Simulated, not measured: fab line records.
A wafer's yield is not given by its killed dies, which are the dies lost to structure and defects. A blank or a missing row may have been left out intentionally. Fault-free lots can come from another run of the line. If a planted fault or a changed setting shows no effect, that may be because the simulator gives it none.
2 desks looking at one fault ; flow gf180mcu ; only its own numbers are on each desk; what lay behind them is given at the end

METROLOGY DESK
What the gauges read, lot by lot, whatever tool the lot ran on: means of the sampled wafers that have a number. If a lot's mean is further than 4 standard deviations from the usual mean, the lot is out of limits and carries the mark OUT (the distance appears in the brackets).
Columns: A = TOP_METAL_ALCU_RS at GF_TOP_METAL_RS_MEAS_05, usual 0.03271 ohm/sq; B = TOP_METAL_ALCU_THK at GF_TOP_METAL_THK_MEAS_06, usual 901 nm
lot;first seen here;A;B
L177;day 27 13:41;0.03249;905
L178;day 28 00:31;0.03258;905
L179;day 28 04:33;0.03273;896
L180;day 28 12:07;0.03228;913
L182;day 29 05:41;0.03287;895
L184;day 30 02:31;0.03270;908
L186;day 30 09:46;0.03231;906
L189;day 31 04:28;0.02974 (-10) OUT;1011 (+14) OUT
L195;day 32 16:25;0.03276;895
L198;day 33 11:28;0.03263;908
L199;day 33 14:04;0.03275;904
Per this desk, out of limits: L189; the first was L189, day 31 04:28 (TOP_METAL_ALCU_RS at GF_TOP_METAL_RS_MEAS_05). In limits: L177, L178, L179, L180, L182, L184, L186, L195, L198, L199.

TOOL OWNER'S DESK, pvdSputter-01
The tool's own readings at GF_TOP_METAL_SPUTTER_02 (material AlCu, target thk 900 nm, time 47.82 s): means of the sampled wafers that have a number, for each lot that ran on this tool. If a lot's mean is further than 4 standard deviations from the usual mean, the lot is out of limits and carries the mark OUT (the distance appears in the brackets).
Columns: A = throttleValvePct at GF_TOP_METAL_SPUTTER_02, usual 30.0 %
lot;first seen here;A
L179;day 28 04:28;30.0
L182;day 29 05:34;31.3
L186;day 30 09:37;30.8
L189;day 31 04:23;30.4
This desk's finding: nothing out of limits on any of the 4 lots.

ALL TOGETHER
The metrology desk could have raised an alarm at day 31 04:28, on L189.
Nothing out of limits was seen by the tool owner's desk.
Tool owner's desk: L189 on record, inside its limits.
All the named lots went through GF_TOP_METAL_SPUTTER_02 on pvdSputter-01.

WHAT HAD BEEN PUT IN BY THE SIMULATOR
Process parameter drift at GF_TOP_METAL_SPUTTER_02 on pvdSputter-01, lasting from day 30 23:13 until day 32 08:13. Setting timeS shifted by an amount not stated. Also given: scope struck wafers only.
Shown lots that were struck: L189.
Hours from the fault's start to each desk's first reading out of limits: the metrology desk, 5.
